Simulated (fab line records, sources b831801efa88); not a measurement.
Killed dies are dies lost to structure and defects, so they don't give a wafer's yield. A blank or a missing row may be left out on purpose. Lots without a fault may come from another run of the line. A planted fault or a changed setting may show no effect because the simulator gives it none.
Chamber matching | flow sky130 | SKY_LI_CONTACT_CMP_02 on cmp-01: 4 sister chambers
The step polishes PSG. 4 wafers are shown with their chamber, then 8 later ones without.

WAFERS WITH THEIR CHAMBER
wafer  | chamber | time_to_endpoint_s (s)
L866.1 | 0       | 29.4
L866.2 | 2       | 27.9
L866.4 | 1       | 30.7
L868.2 | 3       | 30.4

WAFERS WITHOUT THEIR CHAMBER
wafer  | time_to_endpoint_s (s)
L868.3 | 29.7
L868.4 | 27.5
L869.1 | 33.2
L869.3 | 32.3
L869.4 | 32.6
L873.4 | 33.4
L873.5 | 34.2
L873.6 | 33.7

WHICH CHAMBER EACH WENT THROUGH
wafer  | from the rows above               | in truth
L868.3 | can't be placed: 0 or 3 or 1 or 2 | 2
L868.4 | can't be placed: 2 or 0 or 3 or 1 | 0
L869.1 | can't be placed: 1 or 3 or 0 or 2 | 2
L869.3 | can't be placed: 1 or 3 or 0 or 2 | 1
L869.4 | can't be placed: 1 or 3 or 0 or 2 | 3
L873.4 | can't be placed: 1 or 3 or 0 or 2 | 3
L873.5 | can't be placed: 1 or 3 or 0 or 2 | 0
L873.6 | can't be placed: 1 or 3 or 0 or 2 | 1
Placed correctly: 0 of 8. Can't be placed from these rows: 8 (the true chamber is among the candidates in 8). Placed wrongly: 0.
How it was worked out, from the rows above alone: a wafer's distance from a chamber is the root of the sum, over the readings, of the square of ((its reading less the chamber's mean) divided by the reading's scatter). The wafer belongs to the nearest chamber; if the next one is less than 2 further off, it can't be placed. A chamber's mean is the mean of its shown wafers. The scatter: with one shown wafer a chamber, the root of the mean of the squares of how far each hidden wafer lies from its nearest shown one.
